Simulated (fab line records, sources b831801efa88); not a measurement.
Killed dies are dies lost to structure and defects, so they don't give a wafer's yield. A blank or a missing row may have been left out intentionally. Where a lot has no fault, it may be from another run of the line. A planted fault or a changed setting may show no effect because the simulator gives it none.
What tool caused it? :: flow gf180mcu :: 12 lots with 36 wafers sampled at 2 steps, on a route of 602 steps

WHAT EACH GAUGE READ, for each wafer
GF_V3_CD_MEAS_14: target cd 260 nm.
lot: L075
measured: day 22 22:31
on: cdSem-02
cdNm (nm): 259.1 260.2 258.2

lot: L077
measured: day 23 13:10
on: cdSem-01
cdNm (nm): 259.0 258.6 259.1

lot: L079
measured: day 24 11:09
on: cdSem-01
cdNm (nm): 259.7 258.6 260.1

lot: L081
measured: day 25 04:25
on: cdSem-02
cdNm (nm): 259.4 259.7 259.2

lot: L083
measured: day 25 10:58
on: cdSem-01
cdNm (nm): 261.7 260.1 260.7

lot: L085
measured: day 26 04:41
on: cdSem-01
cdNm (nm): 261.1 260.3 260.2

lot: L087
measured: day 27 02:14
on: cdSem-02
cdNm (nm): 259.9 259.7 259.4

lot: L089
measured: day 27 11:14
on: cdSem-02
cdNm (nm): 260.1 259.6 259.4

lot: L091
measured: day 28 01:56
on: cdSem-02
cdNm (nm): 259.9 259.2 259.7

lot: L093
measured: day 28 13:56
on: cdSem-01
cdNm (nm): 259.7 260.1 259.8

lot: L095
measured: day 29 05:43
on: cdSem-01
cdNm (nm): 258.5 258.2 259.7

lot: L097
measured: day 29 11:45
on: cdSem-01
cdNm (nm): 260.3 259.4 259.8

WHAT TOOL EACH LOT RAN ON (gives the tool, then ch and the chambers of the sampled wafers, and finally the start)
lot: L075
GF_SAB_STRIP_13: plasmaAsher-03 ch 0,1, day 15 16:10

lot: L077
GF_SAB_STRIP_13: plasmaAsher-03 ch 0,1, day 16 05:29

lot: L079
GF_SAB_STRIP_13: plasmaAsher-01 ch 0,1, day 17 02:59

lot: L081
GF_SAB_STRIP_13: plasmaAsher-04 ch 0,1, day 17 19:24

lot: L083
GF_SAB_STRIP_13: plasmaAsher-01 ch 0,1, day 18 06:32

lot: L085
GF_SAB_STRIP_13: plasmaAsher-04 ch 0,1, day 19 00:19

lot: L087
GF_SAB_STRIP_13: plasmaAsher-04 ch 0,1, day 19 23:12

lot: L089
GF_SAB_STRIP_13: plasmaAsher-03 ch 0,1, day 20 14:29

lot: L091
GF_SAB_STRIP_13: plasmaAsher-03 ch 0,1, day 21 06:59

lot: L093
GF_SAB_STRIP_13: plasmaAsher-01 ch 0,1, day 21 20:56

lot: L095
GF_SAB_STRIP_13: plasmaAsher-01 ch 0,1, day 22 17:25

lot: L097
GF_SAB_STRIP_13: plasmaAsher-04 ch 0,1, day 22 23:48
- GF_SAB_STRIP_13: strips in O2/N2.

THE ANSWER, worked out from the rows above alone
Rule: the usual values come from the lots themselves. The widest of any qualifying gaps counts: lots, ordered by their means at a reading, are off when they make up no more than a third of the lots, leave a main group of 4 or more, and stand apart from it by 3 or more times the standard deviation of that group's means. A main group whose means are all the same, to the digits that the tables above print for the reading, isn't used. Also off: a lot with no number at a reading for which 4 or more lots have one. All remaining lots with rows at the step are treated as sound.
Across all readings shown, no lot is off: no conclusion can be drawn from this.

WHAT THE SIMULATOR PUT IN
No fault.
